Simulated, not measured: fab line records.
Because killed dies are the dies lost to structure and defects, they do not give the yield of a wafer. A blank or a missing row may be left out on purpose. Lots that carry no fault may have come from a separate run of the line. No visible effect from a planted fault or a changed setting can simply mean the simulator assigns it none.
Which of the tools did it? | flow sfqLine | 7 lots, 20 wafers sampled, at 4 steps of a route of 325

== WHAT THE GAUGES SHOWED, per wafer ==
SFQ_M2_OVL_MEAS_916.
lot  | measured     | on         | M2_OVL (nm)
L987 | day 22 19:44 | overlay-02 | -9 -2 -10
L989 | day 24 15:30 | overlay-02 | 1 0 4
L991 | day 25 09:37 | overlay-01 | -6 -5 -11
L994 | day 26 18:37 | overlay-02 | 2 2 0
L997 | day 28 07:04 | overlay-01 | -4 0 1
L101 | day 30 01:59 | overlay-02 | -5 -5 -7
L106 | day 31 00:53 | overlay-01 | -7 -6

== WHICH TOOL RAN EACH LOT (tool, then ch and the chambers of the sampled wafers, then the start) ==
lot  | SFQ_TRILAYER_L0_LITHO_PEB_008   | SFQ_TRILAYER_M0_BARC_OPEN_METAL_ETCH_031 | SFQ_TRILAYER_I1_DEP_PECVD_045
L987 | lithoTrack-01 ch 0, day 3 05:59 | rieMetal-04 ch 0,1, day 7 12:59          | pecvd-04 ch 0,1,2, day 13 04:32
L989 | lithoTrack-02 ch 0, day 3 16:47 | rieMetal-03 ch 0,1, day 8 08:11          | pecvd-04 ch 1,2, day 14 09:18
L991 | lithoTrack-01 ch 0, day 4 06:45 | rieMetal-03 ch 0,1, day 8 20:11          | pecvd-02 ch 0,1,2, day 14 23:52
L994 | lithoTrack-04 ch 0, day 4 21:09 | rieMetal-01 ch 0, day 9 13:50            | pecvd-02 ch 0,1,2, day 15 19:41
L997 | lithoTrack-02 ch 0, day 5 15:11 | rieMetal-01 ch 0,1, day 10 10:59         | pecvd-04 ch 0,1, day 16 18:33
L101 | lithoTrack-02 ch 0, day 6 09:56 | rieMetal-04 ch 0, day 11 02:35           | pecvd-04 ch 0,1, day 18 00:32
L106 | lithoTrack-02 ch 0, day 7 11:00 | rieMetal-01 ch 0,1, day 12 10:49         | pecvd-03 ch 0,1, day 19 05:10
- SFQ_TRILAYER_L0_LITHO_PEB_008: peb time 60 s.
- SFQ_TRILAYER_M0_BARC_OPEN_METAL_ETCH_031: etches BARC in O2, target depth 125 nm, time 41.7 s.
- SFQ_TRILAYER_I1_DEP_PECVD_045: deposits SiO2 from SiH4/N2O, time 111.11 s, target thk 500 nm.

== THE ANSWER, worked out from the rows above alone ==
Rule: what is usual is taken from the lots themselves. Put in order of their means at a reading, lots are off if they are a third of the lots or fewer, leave a main group of 4 or more, and stand apart from it by a gap of 3 or more times the standard deviation of the main group's means; of several such gaps the widest counts. A main group is skipped when, at the precision printed for the reading in the tables above, its means are all equal. Also off: a lot with no number at a reading for which 4 or more lots have one. Any other lot the step has rows for is counted as sound.
No lot is off on any of the readings shown, so nothing can be concluded from this.

== WHAT THE SIMULATOR HAD PUT IN ==
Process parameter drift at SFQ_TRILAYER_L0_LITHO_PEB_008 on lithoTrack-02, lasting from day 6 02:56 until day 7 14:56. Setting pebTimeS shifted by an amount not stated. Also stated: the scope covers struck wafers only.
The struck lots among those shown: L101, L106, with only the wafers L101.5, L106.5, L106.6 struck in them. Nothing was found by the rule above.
